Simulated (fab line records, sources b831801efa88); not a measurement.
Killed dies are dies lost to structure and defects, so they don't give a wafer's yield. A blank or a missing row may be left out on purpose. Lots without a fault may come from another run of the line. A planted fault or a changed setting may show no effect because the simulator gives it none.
Chamber matching | flow gf180mcu | GF_CONTACT_CMP_04 on cmp-02: 4 sister chambers
The step polishes SiO2. 8 wafers are shown with their chamber, then 12 later ones without.

WAFERS WITH THEIR CHAMBER
wafer  | chamber | motor_current_A (A) | time_to_endpoint_s (s)
L084.1 | 2       | 12.3                | 105
L084.5 | 1       | 11.3                | 112
L085.2 | 3       | 14.5                | 118
L085.4 | 0       | 13.7                | 115
L085.6 | 2       | 12.4                | 115
L088.1 | 1       | 11.0                | 119
L088.3 | 0       | 13.9                | 106
L088.4 | 3       | 13.3                | 120

WAFERS WITHOUT THEIR CHAMBER
wafer  | motor_current_A (A) | time_to_endpoint_s (s)
L090.3 | 14.2                | 114
L090.4 | 12.3                | 116
L090.6 | 11.4                | 117
L093.1 | 11.2                | 105
L093.3 | 13.4                | 112
L093.4 | 12.7                | 112
L095.1 | 14.2                | 107
L095.2 | 12.1                | 121
L095.3 | 12.9                | 115
L097.1 | 13.9                | 115
L097.2 | 10.7                | 110
L097.4 | 13.5                | 122

WHICH CHAMBER EACH WENT THROUGH
wafer  | from the rows above          | in truth
L090.3 | can't be placed: 0 or 3      | 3
L090.4 | can't be placed: 2 or 1      | 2
L090.6 | can't be placed: 1 or 2      | 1
L093.1 | can't be placed: 1 or 2      | 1
L093.3 | can't be placed: 0 or 3 or 2 | 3
L093.4 | can't be placed: 2 or 0      | 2
L095.1 | can't be placed: 0 or 3      | 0
L095.2 | can't be placed: 2 or 1 or 3 | 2
L095.3 | can't be placed: 2 or 0 or 3 | 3
L097.1 | can't be placed: 3 or 0      | 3
L097.2 | 1                            | 1
L097.4 | can't be placed: 3 or 0      | 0
Placed correctly: 1 of 12. Can't be placed from these rows: 11 (the true chamber is among the candidates in 11). Placed wrongly: 0.
How it was worked out, from the rows above alone: a wafer's distance from a chamber is the root of the sum, over the readings, of the square of ((its reading less the chamber's mean) divided by the reading's scatter). The wafer belongs to the nearest chamber; if the next one is less than 2 further off, it can't be placed. A chamber's mean is the mean of its shown wafers. The scatter: the root of (the sum of the squares of (reading less its chamber's mean) over the shown wafers, divided by (wafers less chambers)).
